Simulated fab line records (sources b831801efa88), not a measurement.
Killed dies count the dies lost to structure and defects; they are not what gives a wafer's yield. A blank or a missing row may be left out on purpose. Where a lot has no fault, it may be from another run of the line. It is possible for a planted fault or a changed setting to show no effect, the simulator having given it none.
fab line records	flow sky130
[record] lots = 24	wafers = 72	last_day = 51
route steps=708 shown NWELL@68 VT_ADJUST_HVTP@96 VT_ADJUST_NCORE@127 VT_ADJUST_HVTR@142 SONOS_ONO@171 POLY_GATE@232
lots that met no fault: taken from a fault-free run of the same line
start_h: start of the lot's first displayed wafer, in hours after the record's first day	wait_h: time in hours since the lot's previous step	" unchanged from the row above	L1.1+2: several wafers, shown together as one row	- either no value or no given start	* or withheld: withheld	< > ~ a bound
route shown NAME@n: names a module that has steps shown in the file, with the first one's number in the route	usual: average and standard deviation across the fault-free wafers	same: alike in all rows	chamber/n: place in a boat	sites: the reading at each site	_std_site: the values' standard deviation	_edge_site: inner sites' mean taken away from outer sites' mean	radius_mm: how far each site lies from the wafer's centre	mask NAME#n: copy n	behind: the most recent tool/chamber to have shaped the wafer	hold: the reason the lot was held/the length of the hold in hours/how it ended	device: transistor that didn't switch, given as n, p or np	end of line: at the end of the route, the tests of the same wafers	a step without rows: its recipe alone	killed: the dies lost at the first sort to structure and to defects; this is not the yield of the wafer	map: shows each die of a wafer: x if killed, . if not, _ if none is there
set.NAME: the setting as run; set.NAME@STEP: as run at that earlier step	model.NAME: the simulator's own value behind a step, which no gauge read
a sample of lots followed through the steps of the route, with each step as a table and each wafer as a row
services: the hour from which a tool's chamber was out of use, counted from the record's first day as start_h (under 0 if before that day), plus the number of hours and why
[[steps]]
[step SKY_NWELL_TW_MEAS_15]
[usual] NWELL_TW = 1818/15
lot.wafer	tool	chamber	start_h	wait_h	NWELL_TW
L074.2	film_metro-03	-	92.41	0.1	1817
L074.3	"	-	"	"	1837
L074.4	"	-	"	"	1848
L075.3	film_metro-02	-	93.08	0.1	1813
L075.5	"	-	"	"	1806
L075.6	"	-	"	"	1802
L076.3	film_metro-02	-	102.92	0.1	1792
L076.4	"	-	"	"	1794
L076.5	"	-	"	"	1796
L077.2	film_metro-02	-	108.47	0.1	1798
L077.3	"	-	"	"	1798
L077.6	"	-	"	"	1798
L078.3	film_metro-04	-	112.89	0.1	1833
L078.4	"	-	"	"	1831
L078.5	"	-	"	"	1838
L079.1	film_metro-04	-	118.47	0.1	1828
L079.2	"	-	"	"	1831
L079.4	"	-	"	"	1824
L080.4	film_metro-02	-	122.89	0.1	1793
L080.5	"	-	"	"	1794
L080.6	"	-	"	"	1804
L081.1	film_metro-04	-	128.15	0.1	1820
L081.3	"	-	"	"	1823
L081.6	"	-	"	"	1826
L082.3	film_metro-02	-	134.02	0.1	1794
L082.4	"	-	"	"	1812
L082.6	"	-	"	"	1796
L083.1	film_metro-03	-	138.72	0.1	1824
L083.2	"	-	"	"	1821
L083.5	"	-	"	"	1826
L084.2	film_metro-03	-	144.12	0.1	1832
L084.5	"	-	"	"	1817
L084.6	"	-	"	"	1828
L085.1	film_metro-03	-	155.12	0.1	1821
L085.4	"	-	"	"	1836
L085.6	"	-	"	"	1826
L086.1	film_metro-04	-	156.80	0.1	1830
L086.2	"	-	"	"	1828
L086.5	"	-	"	"	1830
L087.2	film_metro-02	-	161.87	0.1	1798
L087.4	"	-	"	"	1797
L087.5	"	-	"	"	1801
L088.2	film_metro-04	-	169.22	0.1	1832
L088.3	"	-	"	"	1828
L088.5	"	-	"	"	1839
L089.2	film_metro-04	-	175.07	0.1	1828
L089.3	"	-	"	"	1845
L089.6	"	-	"	"	1832
L090.1	film_metro-04	-	182.01	0.1	1841
L090.4	"	-	"	"	1842
L090.5	"	-	"	"	1837
L091.1	film_metro-02	-	189.55	0.1	1790
L091.2	"	-	"	"	1798
L091.4	"	-	"	"	1793
L092.3	film_metro-02	-	196.07	0.1	1795
L092.5	"	-	"	"	1794
L092.6	"	-	"	"	1784
L093.2	film_metro-02	-	197.78	0.1	1823
L093.4	"	-	"	"	1810
L093.5	"	-	"	"	1820
L094.1	film_metro-03	-	205.17	0.1	1827
L094.4	"	-	"	"	1824
L094.6	"	-	"	"	1828
L095.1	film_metro-04	-	211.00	0.1	1823
L095.4	"	-	"	"	1821
L095.6	"	-	"	"	1813
L096.1	film_metro-03	-	219.65	0.1	1821
L096.3	"	-	"	"	1827
L096.5	"	-	"	"	1825
L097.2	film_metro-03	-	227.71	0.1	1814
L097.4	"	-	"	"	1821
L097.6	"	-	"	"	1818
[step SKY_VT_ADJUST_HVTP_TW_MEAS_11]
[usual] VT_ADJUST_HVTP_TW = 1352/7.7
lot.wafer	tool	chamber	start_h	wait_h	VT_ADJUST_HVTP_TW
L074.2	film_metro-03	-	128.88	0.1	1365
L074.3	"	-	"	"	1353
L074.4	"	-	"	"	1363
L075.3	film_metro-03	-	130.92	0.1	1357
L075.5	"	-	"	"	1353
L075.6	"	-	"	"	1354
L076.3	film_metro-01	-	140.54	0.1	1352
L076.4	"	-	"	"	1348
L076.5	"	-	"	"	1339
L077.2	film_metro-03	-	146.98	0.1	1357
L077.3	"	-	"	"	1363
L077.6	"	-	"	"	1360
L078.3	film_metro-04	-	151.71	0.1	1351
L078.4	"	-	"	"	1354
L078.5	"	-	"	"	1359
L079.1	film_metro-04	-	158.29	0.1	1357
L079.2	"	-	"	"	1357
L079.4	"	-	"	"	1346
L080.4	film_metro-04	-	162.97	0.1	1353
L080.5	"	-	"	"	1353
L080.6	"	-	"	"	1358
L081.1	film_metro-01	-	169.02	0.1	1344
L081.3	"	-	"	"	1340
L081.6	"	-	"	"	1345
L082.3	film_metro-04	-	175.56	0.1	1366
L082.4	"	-	"	"	1362
L082.6	"	-	"	"	1364
L083.1	film_metro-01	-	181.62	0.1	1340
L083.2	"	-	"	"	1337
L083.5	"	-	"	"	1334
L084.2	film_metro-04	-	187.28	0.1	1360
L084.5	"	-	"	"	1362
L084.6	"	-	"	"	1362
L085.1	film_metro-04	-	198.37	0.1	1342
L085.4	"	-	"	"	1350
L085.6	"	-	"	"	1351
L086.1	film_metro-04	-	200.37	0.1	1354
L086.2	"	-	"	"	1353
L086.5	"	-	"	"	1350
L087.2	film_metro-04	-	205.65	0.1	1350
L087.4	"	-	"	"	1350
L087.5	"	-	"	"	1355
L088.2	film_metro-03	-	215.08	0.1	1339
L088.3	"	-	"	"	1345
L088.5	"	-	"	"	1359
L089.2	film_metro-03	-	220.78	0.1	1348
L089.3	"	-	"	"	1349
L089.6	"	-	"	"	1353
L090.1	film_metro-04	-	227.82	0.1	1360
L090.4	"	-	"	"	1359
L090.5	"	-	"	"	1363
L091.1	film_metro-01	-	237.34	0.1	1348
L091.2	"	-	"	"	1347
L091.4	"	-	"	"	1343
L092.3	film_metro-01	-	243.94	0.1	1347
L092.5	"	-	"	"	1340
L092.6	"	-	"	"	1346
L093.2	film_metro-04	-	245.53	0.1	1360
L093.4	"	-	"	"	1360
L093.5	"	-	"	"	1355
L094.1	film_metro-01	-	253.57	0.1	1341
L094.4	"	-	"	"	1341
L094.6	"	-	"	"	1343
L095.1	film_metro-01	-	259.87	0.1	1342
L095.4	"	-	"	"	1338
L095.6	"	-	"	"	1348
L096.1	film_metro-04	-	269.44	0.1	1355
L096.3	"	-	"	"	1352
L096.5	"	-	"	"	1348
L097.2	film_metro-01	-	278.88	0.1	1351
L097.4	"	-	"	"	1356
L097.6	"	-	"	"	1355
[step SKY_VT_ADJUST_NCORE_OVL_MEAS_08]
[usual] VT_ADJUST_NCORE_OVL = -0.8/1.5
lot.wafer	tool	chamber	start_h	wait_h	VT_ADJUST_NCORE_OVL[nm]
L074.2	overlay-01	-	190.74	0.1	0.2
L074.3	"	-	"	"	-0.4
L074.4	"	-	"	"	0.5
L075.3	overlay-01	-	195.24	0.1	1.5
L075.5	"	-	"	"	2.7
L075.6	"	-	"	"	1.9
L076.3	overlay-02	-	204.84	0.1	-0.4
L076.4	"	-	"	"	-2.0
L076.5	"	-	"	"	0.6
L077.2	overlay-01	-	211.49	0.1	-0.6
L077.3	"	-	"	"	-0.4
L077.6	"	-	"	"	-1.0
L078.3	overlay-01	-	218.27	0.1	2.1
L078.4	"	-	"	"	1.1
L078.5	"	-	"	"	2.4
L079.1	overlay-02	-	225.63	0.1	-0.8
L079.2	"	-	"	"	-0.9
L079.4	"	-	"	"	-2.8
L080.4	overlay-01	-	230.61	0.1	0.1
L080.5	"	-	"	"	0.6
L080.6	"	-	"	"	-1.8
L081.1	overlay-01	-	237.63	0.1	-0.5
L081.3	"	-	"	"	0.8
L081.6	"	-	"	"	-1.3
L082.3	overlay-02	-	244.94	0.1	-0.7
L082.4	"	-	"	"	-0.4
L082.6	"	-	"	"	-0.4
L083.1	overlay-02	-	252.83	0.1	-3.1
L083.2	"	-	"	"	-1.7
L083.5	"	-	"	"	-3.5
L084.2	overlay-01	-	258.64	0.1	0.4
L084.5	"	-	"	"	0.4
L084.6	"	-	"	"	-1.3
L085.1	overlay-01	-	271.03	0.1	-1.5
L085.4	"	-	"	"	0.6
L085.6	"	-	"	"	-1.0
L086.1	overlay-02	-	272.83	0.1	-0.2
L086.2	"	-	"	"	-2.0
L086.5	"	-	"	"	-1.4
L087.2	overlay-02	-	278.89	0.1	-0.3
L087.4	"	-	"	"	-0.9
L087.5	"	-	"	"	0.3
L088.2	overlay-02	-	291.15	0.1	-1.6
L088.3	"	-	"	"	0.3
L088.5	"	-	"	"	-1.1
L089.2	overlay-01	-	296.49	0.1	-0.1
L089.3	"	-	"	"	1.0
L089.6	"	-	"	"	-0.7
L090.1	overlay-01	-	305.53	0.1	-2.8
L090.4	"	-	"	"	1.1
L090.5	"	-	"	"	1.5
L091.1	overlay-01	-	315.08	0.1	-2.6
L091.2	"	-	"	"	-0.2
L091.4	"	-	"	"	0.3
L092.3	overlay-01	-	323.94	0.1	-2.8
L092.5	"	-	"	"	-1.2
L092.6	"	-	"	"	-2.7
L093.2	overlay-01	-	326.45	0.1	-1.6
L093.4	"	-	"	"	-1.7
L093.5	"	-	"	"	-1.8
L094.1	overlay-01	-	335.14	0.1	-0.6
L094.4	"	-	"	"	-1.3
L094.6	"	-	"	"	-2.5
L095.1	overlay-02	-	341.74	0.1	-3.6
L095.4	"	-	"	"	-2.3
L095.6	"	-	"	"	-4.0
L096.1	overlay-02	-	352.33	0.1	-2.1
L096.3	"	-	"	"	0.2
L096.5	"	-	"	"	-0.9
L097.2	overlay-02	-	361.04	0.1	-0.3
L097.4	"	-	"	"	0.4
L097.6	"	-	"	"	-1.6
[step SKY_VT_ADJUST_HVTR_TW_MEAS_11]
[usual] VT_ADJUST_HVTR_TW = 209.9/1.7
lot.wafer	tool	chamber	start_h	wait_h	VT_ADJUST_HVTR_TW
L074.2	film_metro-02	-	214.04	0.1	208.5
L074.3	"	-	"	"	209.0
L074.4	"	-	"	"	208.0
L075.3	film_metro-04	-	218.69	0.1	212.6
L075.5	"	-	"	"	211.6
L075.6	"	-	"	"	211.1
L076.3	film_metro-03	-	228.36	0.1	210.7
L076.4	"	-	"	"	209.8
L076.5	"	-	"	"	208.5
L077.2	film_metro-02	-	235.79	0.1	207.8
L077.3	"	-	"	"	208.1
L077.6	"	-	"	"	208.6
L078.3	film_metro-03	-	242.64	0.1	209.9
L078.4	"	-	"	"	211.6
L078.5	"	-	"	"	210.4
L079.1	film_metro-03	-	250.19	0.1	210.0
L079.2	"	-	"	"	210.4
L079.4	"	-	"	"	210.0
L080.4	film_metro-03	-	255.40	0.1	210.7
L080.5	"	-	"	"	210.5
L080.6	"	-	"	"	210.1
L081.1	film_metro-04	-	263.33	0.1	210.9
L081.3	"	-	"	"	210.2
L081.6	"	-	"	"	210.3
L082.3	film_metro-03	-	270.75	0.1	209.2
L082.4	"	-	"	"	209.6
L082.6	"	-	"	"	209.4
L083.1	film_metro-02	-	278.88	0.1	209.1
L083.2	"	-	"	"	207.9
L083.5	"	-	"	"	206.9
L084.2	film_metro-02	-	284.64	0.1	209.0
L084.5	"	-	"	"	208.7
L084.6	"	-	"	"	208.1
L085.1	film_metro-02	-	298.13	0.1	205.0
L085.4	"	-	"	"	206.3
L085.6	"	-	"	"	205.5
L086.1	film_metro-04	-	299.47	0.1	212.3
L086.2	"	-	"	"	211.0
L086.5	"	-	"	"	212.7
L087.2	film_metro-04	-	306.00	0.1	213.1
L087.4	"	-	"	"	212.0
L087.5	"	-	"	"	212.1
L088.2	film_metro-03	-	319.04	0.1	209.0
L088.3	"	-	"	"	210.2
L088.5	"	-	"	"	208.9
L089.2	film_metro-04	-	325.53	0.1	210.9
L089.3	"	-	"	"	210.8
L089.6	"	-	"	"	212.5
L090.1	film_metro-04	-	333.92	0.1	211.7
L090.4	"	-	"	"	211.4
L090.5	"	-	"	"	211.1
L091.1	film_metro-02	-	342.97	0.1	208.6
L091.2	"	-	"	"	208.5
L091.4	"	-	"	"	207.7
L092.3	film_metro-03	-	352.61	0.1	210.4
L092.5	"	-	"	"	211.3
L092.6	"	-	"	"	211.0
L093.2	film_metro-03	-	355.23	0.1	210.7
L093.4	"	-	"	"	211.3
L093.5	"	-	"	"	210.8
L094.1	film_metro-02	-	363.39	0.1	207.0
L094.4	"	-	"	"	207.4
L094.6	"	-	"	"	207.0
L095.1	film_metro-03	-	369.33	0.1	210.2
L095.4	"	-	"	"	211.3
L095.6	"	-	"	"	210.9
L096.1	film_metro-03	-	380.86	0.1	210.1
L096.3	"	-	"	"	210.5
L096.5	"	-	"	"	211.3
L097.2	film_metro-04	-	389.45	0.1	210.2
L097.4	"	-	"	"	209.4
L097.6	"	-	"	"	211.3
[step SKY_SONOS_ONO_THK_MEAS_03]
[recipe] reads = Si3N4_of_SONOS_ONO_CVD_02
[usual] SONOS_ONO_CVD_02_THK = 10.56/0.17
lot.wafer	tool	chamber	start_h	wait_h	SONOS_ONO_CVD_02_THK[nm]
L074.2	film_metro-04	-	267.57	0.0	10.40
L074.3	"	-	"	"	10.40
L074.4	"	-	"	"	10.50
L075.3	film_metro-01	-	271.87	0.0	10.42
L075.5	"	-	"	"	10.49
L075.6	"	-	"	"	10.61
L076.3	film_metro-01	-	282.16	0.0	10.53
L076.4	"	-	"	"	10.41
L076.5	"	-	"	"	10.51
L077.2	film_metro-01	-	291.47	0.0	10.12
L077.3	"	-	"	"	10.30
L077.6	"	-	"	"	10.31
L078.3	film_metro-01	-	298.73	0.0	10.51
L078.4	"	-	"	"	10.45
L078.5	"	-	"	"	10.32
L079.1	film_metro-01	-	307.08	0.0	10.35
L079.2	"	-	"	"	10.41
L079.4	"	-	"	"	10.40
L080.4	film_metro-04	-	311.31	0.0	10.58
L080.5	"	-	"	"	10.42
L080.6	"	-	"	"	10.56
L081.1	film_metro-01	-	322.28	0.0	10.57
L081.3	"	-	"	"	10.45
L081.6	"	-	"	"	10.51
L082.3	film_metro-01	-	331.53	0.0	10.46
L082.4	"	-	"	"	10.40
L082.6	"	-	"	"	10.52
L083.1	film_metro-01	-	338.63	0.0	10.28
L083.2	"	-	"	"	10.25
L083.5	"	-	"	"	10.42
L084.2	film_metro-01	-	343.49	0.0	10.65
L084.5	"	-	"	"	10.65
L084.6	"	-	"	"	10.70
L085.1	film_metro-02	-	358.49	0.0	10.62
L085.4	"	-	"	"	10.61
L085.6	"	-	"	"	10.70
L086.1	film_metro-01	-	358.49	0.0	10.90
L086.2	"	-	"	"	10.94
L086.5	"	-	"	"	10.78
L087.2	film_metro-01	-	367.37	0.0	10.50
L087.4	"	-	"	"	10.57
L087.5	"	-	"	"	10.48
L088.2	film_metro-02	-	378.33	0.0	10.60
L088.3	"	-	"	"	10.47
L088.5	"	-	"	"	10.54
L089.2	film_metro-02	-	386.09	0.0	10.98
L089.3	"	-	"	"	10.85
L089.6	"	-	"	"	10.83
L090.1	film_metro-01	-	393.93	0.0	10.62
L090.4	"	-	"	"	10.66
L090.5	"	-	"	"	10.80
L091.1	film_metro-01	-	405.35	0.0	10.79
L091.2	"	-	"	"	10.93
L091.4	"	-	"	"	10.73
L092.3	film_metro-04	-	414.55	0.0	10.70
L092.5	"	-	"	"	10.63
L092.6	"	-	"	"	10.64
L093.2	film_metro-01	-	416.79	0.0	10.48
L093.4	"	-	"	"	10.46
L093.5	"	-	"	"	10.38
L094.1	film_metro-02	-	425.27	0.0	10.49
L094.4	"	-	"	"	10.59
L094.6	"	-	"	"	10.42
L095.1	film_metro-04	-	432.02	0.0	10.59
L095.4	"	-	"	"	10.74
L095.6	"	-	"	"	10.65
L096.1	film_metro-02	-	444.71	0.0	10.56
L096.3	"	-	"	"	10.55
L096.5	"	-	"	"	10.65
L097.2	film_metro-01	-	454.06	0.0	10.53
L097.4	"	-	"	"	10.55
L097.6	"	-	"	"	10.53
[step SKY_POLY_GATE_STRIP_18]
[recipe] chemistry = O2/N2	power_w = 1400	pressure_mtorr = 1500	platen_temp_c = withheld	o2_flow_sccm = 3000	n2_flow_sccm = 300	overash_fraction = 0.5
[usual] drypump_motor_current_A = 5.65/0.27	oes_product_au = 0.360/0.0045	strip_time_to_endpoint_s = 3.16/0.042
lot.wafer	tool	chamber	start_h	wait_h	drypump_motor_current_A	oes_product_au	rf_hours_counter_h	strip_time_to_endpoint_s
L074.2	plasma_asher-03	1	388.61	0.0	5.61	0.356	24	3.16
L074.3	"	0	"	"	5.32	0.356	-	3.08
L074.4	"	1	"	"	5.62	0.363	-	3.18
L075.3	plasma_asher-04	0	392.74	0.1	5.16	0.352	-	3.14
L075.5	"	1	"	"	5.85	0.360	-	3.17
L075.6	"	0	"	"	5.16	0.360	-	3.14
L076.3	plasma_asher-01	0	406.64	0.1	5.99	0.357	-	3.23
L076.4	"	1	"	"	5.79	0.370	-	3.18
L076.5	"	1	"	"	5.79	0.361	-	3.16
L077.2	plasma_asher-01	0	417.46	0.0	6.00	0.365	72	3.24
L077.3	"	1	"	"	5.77	0.361	-	3.14
L077.6	"	0	"	"	5.98	0.366	-	3.13
L078.3	plasma_asher-01	1	423.09	0.1	5.78	0.350	-	3.10
L078.4	"	0	"	"	6.00	0.361	-	3.20
L078.5	"	1	"	"	5.78	0.367	-	3.17
L079.1	plasma_asher-04	0	432.98	0.0	5.16	0.357	0	3.17
L079.2	"	1	"	"	5.86	0.359	0	3.19
L079.4	"	0	"	"	5.17	0.359	-	3.18
L080.4	plasma_asher-03	1	441.73	0.1	5.63	0.364	-	3.19
L080.5	"	1	"	"	5.59	0.358	-	3.15
L080.6	"	0	"	"	5.31	0.360	-	3.18
L081.1	plasma_asher-03	0	452.18	0.0	5.32	0.364	31	3.22
L081.3	"	0	"	"	5.31	0.365	-	3.13
L081.6	"	0	"	"	5.30	0.366	-	3.12
L082.3	plasma_asher-04	1	462.23	0.1	5.86	0.360	-	3.14
L082.4	"	0	"	"	5.18	0.359	-	3.09
L082.6	"	1	"	"	5.87	0.359	-	3.13
L083.1	plasma_asher-03	0	466.55	0.0	5.32	0.358	32	3.12
L083.2	"	1	"	"	5.61	0.360	32	3.16
L083.5	"	1	"	"	5.60	0.353	-	3.11
L084.2	plasma_asher-03	0	474.40	0.0	5.33	0.358	33	3.10
L084.5	"	0	"	"	5.33	0.369	-	3.13
L084.6	"	1	"	"	5.63	0.367	-	3.13
L085.1	plasma_asher-01	0	486.32	0.0	5.98	0.361	79	3.13
L085.4	"	0	"	"	5.98	0.362	-	3.19
L085.6	"	1	"	"	5.82	0.353	-	3.17
L086.1	plasma_asher-03	0	487.45	0.0	5.32	0.363	34	3.18
L086.2	"	1	"	"	5.60	0.368	34	3.12
L086.5	"	0	"	"	5.31	0.349	-	3.18
L087.2	plasma_asher-03	0	509.55	0.0	5.32	0.357	36	3.21
L087.4	"	1	"	"	5.61	0.360	-	3.20
L087.5	"	0	"	"	5.33	0.365	-	3.14
L088.2	plasma_asher-01	0	511.53	0.0	5.96	0.360	81	3.20
L088.3	"	0	"	"	6.00	0.361	-	3.19
L088.5	"	0	"	"	5.98	0.361	-	3.13
L089.2	plasma_asher-03	1	516.66	0.0	5.59	0.363	37	3.25
L089.3	"	0	"	"	5.33	0.354	-	3.13
L089.6	"	0	"	"	5.32	0.350	-	3.17
L090.1	plasma_asher-03	0	525.16	0.0	5.32	0.364	38	3.08
L090.4	"	1	"	"	5.58	0.358	-	3.11
L090.5	"	0	"	"	5.29	0.365	-	3.14
L091.1	plasma_asher-01	1	535.72	0.0	5.79	0.356	84	3.13
L091.2	"	0	"	"	5.98	0.364	84	3.18
L091.4	"	1	"	"	5.80	0.357	-	3.09
L092.3	plasma_asher-01	0	547.24	0.1	6.01	0.364	-	3.20
L092.5	"	0	"	"	5.99	0.369	-	3.15
L092.6	"	1	"	"	5.80	0.355	-	3.17
L093.2	plasma_asher-01	1	550.14	0.0	5.80	0.359	85	3.20
L093.4	"	0	"	"	5.99	0.364	-	3.26
L093.5	"	1	"	"	5.81	0.356	-	3.20
L094.1	plasma_asher-01	1	556.00	0.0	5.80	0.355	86	3.15
L094.4	"	1	"	"	5.79	0.360	-	3.16
L094.6	"	0	"	"	6.00	0.358	-	3.12
L095.1	plasma_asher-03	1	563.58	0.0	5.59	0.362	42	3.16
L095.4	"	1	"	"	5.58	0.356	-	3.20
L095.6	"	1	"	"	5.62	0.360	-	3.15
L096.1	plasma_asher-01	1	576.70	0.0	5.80	0.361	89	3.13
L096.3	"	0	"	"	6.00	0.360	-	3.14
L096.5	"	1	"	"	5.81	0.361	-	3.16
L097.2	plasma_asher-03	0	585.31	0.0	5.31	0.357	44	3.12
L097.4	"	0	"	"	5.31	0.361	-	3.15
L097.6	"	0	"	"	5.29	0.357	-	3.14
[[services]]
tool	chamber	start_h	hours	kind
plasma_asher-04	-	421.25	9.0	pm
plasma_asher-04	0	421.25	9.0	vent_cycle
plasma_asher-04	1	421.25	9.0	vent_cycle
plasma_asher-04	0	430.25	-	clean
plasma_asher-04	1	430.25	-	clean
plasma_asher-01	-	440.75	0.7	repair
plasma_asher-03	-	479.56	3.4	repair
plasma_asher-04	-	501.05	6.6	repair
plasma_asher-04	-	548.09	2.8	pm
plasma_asher-03	-	557.30	4.6	repair
plasma_asher-04	-	561.97	4.4	repair
[[key]]
fault none
